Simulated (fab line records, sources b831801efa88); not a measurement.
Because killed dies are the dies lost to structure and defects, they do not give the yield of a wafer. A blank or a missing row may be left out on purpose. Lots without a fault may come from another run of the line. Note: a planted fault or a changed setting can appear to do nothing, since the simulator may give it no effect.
A struck lot beside a sound one	flow sky130	17 steps out of a route of 708
Sound: these wafers, L973.4, L973.5, L973.6. Wafers struck: L964.2, L964.3, L964.6. The cause is given at the end.
Order at every step that has rows: each side's tool, ch and its chambers, its first start. Under that, the readings that differ: sound wafers	struck wafers	difference of the means	sigmas: that difference in standard deviations of wafers without a fault.
alike: same words and numbers on both sides, and readings whose means sit less than 2 such deviations apart. not compared: any withheld reading, any reading some wafer has no value for, any bound like >300 that may hide the same value, and any number with overlapping values for which the record gives no deviation.
The two part at a step that has a row with sigmas, a row that says differs or no value, or rows on one side only. Non-overlapping numbers with no deviation appear without sigmas and do not part them. A reading missing from all wafers of one side parts the sides only when that side holds two or more wafers.

SKY_POLY_GATE_THK_MEAS_04:
  sound: film_metro-01 at day 22 08:50; struck: film_metro-01 at day 18 21:51
reading	sound	struck	difference	sigmas
POLY_GATE_CVD_03_THK (nm)	76.2 75.8 75.9	74.7 74.5 74.8	-1.3	-2
then, 8 steps without rows for these wafers: SKY_POLY_GATE_DEHYDRATE_05 (time 60 s); SKY_POLY_GATE_HMDS_06 (prime time 60 s); SKY_POLY_GATE_COAT_07 (resist thk 110 nm); SKY_POLY_GATE_COAT_08 (resist thk 450 nm); SKY_POLY_GATE_SOFTBAKE_09 (time 90 s); SKY_POLY_GATE_EXPOSE_10 (exposes mask P1M, target cd 150 nm); SKY_POLY_GATE_PEB_11; SKY_POLY_GATE_DEVELOP_12 (develop time 60 s).
SKY_POLY_GATE_CD_MEAS_13 targets a cd of 150 nm.
  sound: cd_sem-01 at day 23 14:29; struck: cd_sem-02 at day 20 04:14
  alike: cd_nm
SKY_POLY_GATE_OVL_MEAS_14:
  sound: overlay-02 at day 23 14:34; struck: overlay-02 at day 20 04:21
  alike: POLY_GATE_OVL
SKY_POLY_GATE_ETCH_15: etches BARC in N2/H2, stops on SiO2, time 118.5 s, target depth 110 nm.
  sound on rie_diel-03 ch 1,2,3, day 23 14:35; struck on rie_diel-02 ch 0,1,3, day 20 04:23
  alike: bias_w, chamber_pressure_mTorr, drypump_motor_current_A, h2_flow_sccm, oes_product_au, throttle_valve_pct
  not compared: rf_hours_counter_h
SKY_POLY_GATE_ETCH_16: etches Si3N4 in CH3F/O2, stops on poly-Si, time 147.5 s, target depth 75 nm.
  sound on rie_diel-03 ch 1,2,3, day 23 14:40; struck on rie_diel-02 ch 0,1,3, day 20 04:28
  no value came back on the struck wafers for any of 5 readings (O2_flow_sccm (sccm), bias_w (W) and others); on the sound wafers O2_flow_sccm (sccm) reads 30.06 29.90 29.96
reading	sound	struck	difference	sigmas
model.KrF-thick_of_POLY_GATE_COAT_08.thk_nm (nm)	240.1 237 234	344.3 344.6 342.7	+106.8	
  not compared: rf_hours_counter_h
SKY_POLY_GATE_ETCH_17: etches poly-Si in HBr/Cl2, stops on SiO2, target depth 180 nm, time 70.5 s.
  sound on rie_si-02 ch 0,1,2, day 23 14:46; struck on rie_si-02 ch 0,2, day 20 04:34
reading	sound	struck	difference	sigmas
model.KrF-thick_of_POLY_GATE_COAT_08.thk_nm (nm)	146.5 144.1 139.4	248.8 250.4 249.9	+106.4	
  alike: HBr_flow_sccm, bias_w, drypump_motor_current_A, oes_product_au, throttle_valve_pct
  not compared: rf_hours_counter_h
SKY_POLY_GATE_STRIP_18: strips in O2/N2.
  sound on plasma_asher-01 ch 0,1, day 23 14:51; struck on plasma_asher-01 ch 0,1, day 20 04:37
reading	sound	struck	difference	sigmas
oes_product_au (a.u.)	0.366 0.354 0.361	0.408 0.422 0.407	+0.052	+11
strip_time_to_endpoint_s (s)	3.21 3.19 3.15	4.33 4.36 4.36	+1.17	+29
  alike: drypump_motor_current_A
  not compared: rf_hours_counter_h
then, 1 step without rows for these wafers: SKY_POLY_GATE_CLEAN_19 (cleans in SC1/SC2, time 150 s).
-- here the record skips 28 days between the struck wafers' starts before and after, leaving off in module POLY_GATE and picking up in module PAD_OPEN (first step shown: number 708 of the route) --
SKY_PAD_OPEN_PROBE_99:
  sound: prober-01 at day 50 11:18; struck: prober-02 at day 48 10:36
reading	sound	struck	difference	sigmas
hold	- - -	await_dispo/1.5h/scrap await_dispo/1.5h/scrap await_dispo/1.5h/scrap	no value on the sound wafers	
killed_at_front_end	15 10 16	407 413 416	+398	+89
killed_dies	73 88 99	492 492 492	+405	+44
killed_on_rim	16 17 21	96 96 96	+78	+20
  alike: killed_at_M0_to_M3, killed_at_M4_up, killed_at_contacts, killed_at_other, killed_open, killed_short

## WHERE THEY PART
Last at SKY_PAD_OPEN_PROBE_99 as far as this record goes, first at SKY_POLY_GATE_THK_MEAS_04.

WHY: what had been put in by the simulator
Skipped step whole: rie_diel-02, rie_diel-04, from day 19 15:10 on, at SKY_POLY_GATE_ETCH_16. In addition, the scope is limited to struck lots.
